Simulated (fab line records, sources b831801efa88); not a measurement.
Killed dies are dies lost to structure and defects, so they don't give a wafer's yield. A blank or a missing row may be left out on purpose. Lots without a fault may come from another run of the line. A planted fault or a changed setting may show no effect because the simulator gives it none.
Which tool did it? | flow sfq_line | 13 lots, 38 wafers sampled, at 1 step of a route of 325

WHAT THE GAUGES READ, wafer by wafer
The record holds no reading of a measuring or inspecting step that can be judged against a usual standard deviation.

WHICH TOOL RAN EACH LOT (tool, then ch and the chambers of the sampled wafers, then the start)
lot  | SFQ_TRILAYER_I2_VIA_BARC_OPEN_VIA_ETCH_096
L689 | rie_diel-03 ch 1,2,3, day 23 21:58
L690 | rie_diel-02 ch 1,2, day 23 23:10
L691 | rie_diel-03 ch 1,2, day 24 02:46
L692 | rie_diel-03 ch 0,2, day 30 07:22
L693 | rie_diel-01 ch 0,1,3, day 30 16:18
L694 | rie_diel-01 ch 0,2,3, day 31 00:06
L703 | rie_diel-01 ch 0,2, day 38 17:29
L705 | rie_diel-02 ch 0,2,3, day 38 21:05
L706 | rie_diel-03 ch 0,2,3, day 38 22:17
L708 | rie_diel-02 ch 0,1,3, day 39 01:53
L709 | rie_diel-03 ch 1,3, day 39 03:05
L711 | rie_diel-03 ch 0,3, day 39 06:41
L712 | rie_diel-02 ch 0,2, day 39 07:53
- SFQ_TRILAYER_I2_VIA_BARC_OPEN_VIA_ETCH_096: etches BARC in O2, target depth 125 nm, time 41.7 s.

WHAT THE TOOLS THEMSELVES READ (means of the sampled wafers that have a number; where no wafer has one, the mark that the record gives instead)
SFQ_TRILAYER_I2_VIA_BARC_OPEN_VIA_ETCH_096.
lot  | tool        | drypump_motor_current_A (A) | oes_product_au (a.u.) | run_length_s (s)
L689 | rie_diel-03 | 5.7                         | 0.682                 | 70.3
L690 | rie_diel-02 | 5.4                         | 0.686                 | 70.0
L691 | rie_diel-03 | 5.9                         | 0.684                 | 70.2
L692 | rie_diel-03 | 6.5                         | 0.685                 | 70.8
L693 | rie_diel-01 | 5.4                         | 0.683                 | 69.6
L694 | rie_diel-01 | 5.6                         | 0.682                 | 70.1
L703 | rie_diel-01 | 5.8                         | 0.656                 | 74.0
L705 | rie_diel-02 | 6.1                         | 0.683                 | 69.7
L706 | rie_diel-03 | 5.9                         | 0.684                 | 70.5
L708 | rie_diel-02 | 6.0                         | 0.691                 | 70.3
L709 | rie_diel-03 | 5.2                         | 0.685                 | 70.4
L711 | rie_diel-03 | 5.5                         | 0.686                 | 70.5
L712 | rie_diel-02 | 6.1                         | 0.682                 | 69.5

THE ANSWER, worked out from the rows above alone
Rule: what is usual is taken from the lots themselves. Put in order of their means at a reading, lots are off if they are a third of the lots or fewer, leave a main group of 4 or more, and stand apart from it by a gap of 3 or more times the standard deviation of the main group's means; of several such gaps the widest counts. A main group whose means are all the same, to the digits that the tables above print for the reading, isn't used. A lot without any number at a reading at which 4 lots or more have one is off too. The other lots that the step has rows for count as sound. The gauges are gone through in route order, then the tools' own readings, and for those a lot's mean is taken as printed above. The first step at which some lot is off is used, and at that step the reading that is off furthest; a lot without a number counts as furthest.
Off: L703, at SFQ_TRILAYER_I2_VIA_BARC_OPEN_VIA_ETCH_096 (oes_product_au). The main group: mean 0.684 a.u., standard deviation 0.0024.
A tool fits if, at that step or a process step before it, it ran every lot that is off, and no sound lot after the first of them. One fits: rie_diel-01 at SFQ_TRILAYER_I2_VIA_BARC_OPEN_VIA_ETCH_096. Its last sound lot is L694 (day 31 00:06), its first lot that is off L703 (day 38 17:29): a fault that began between those two fits.
The tool's own readings at SFQ_TRILAYER_I2_VIA_BARC_OPEN_VIA_ETCH_096 bear it out: on the lots that are off they differ by more than 5 times the standard deviation of the sound lots' means. oes_product_au reads 0.656 a.u. there against 0.684 a.u. on the sound lots; run_length_s reads 74.0 s there against 70.2 s on the sound lots.

WHAT THE SIMULATOR HAD PUT IN
Process parameter drift: rie_diel-01, from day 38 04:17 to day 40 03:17, at SFQ_TRILAYER_I2_VIA_BARC_OPEN_VIA_ETCH_096. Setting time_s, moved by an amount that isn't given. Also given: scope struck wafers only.
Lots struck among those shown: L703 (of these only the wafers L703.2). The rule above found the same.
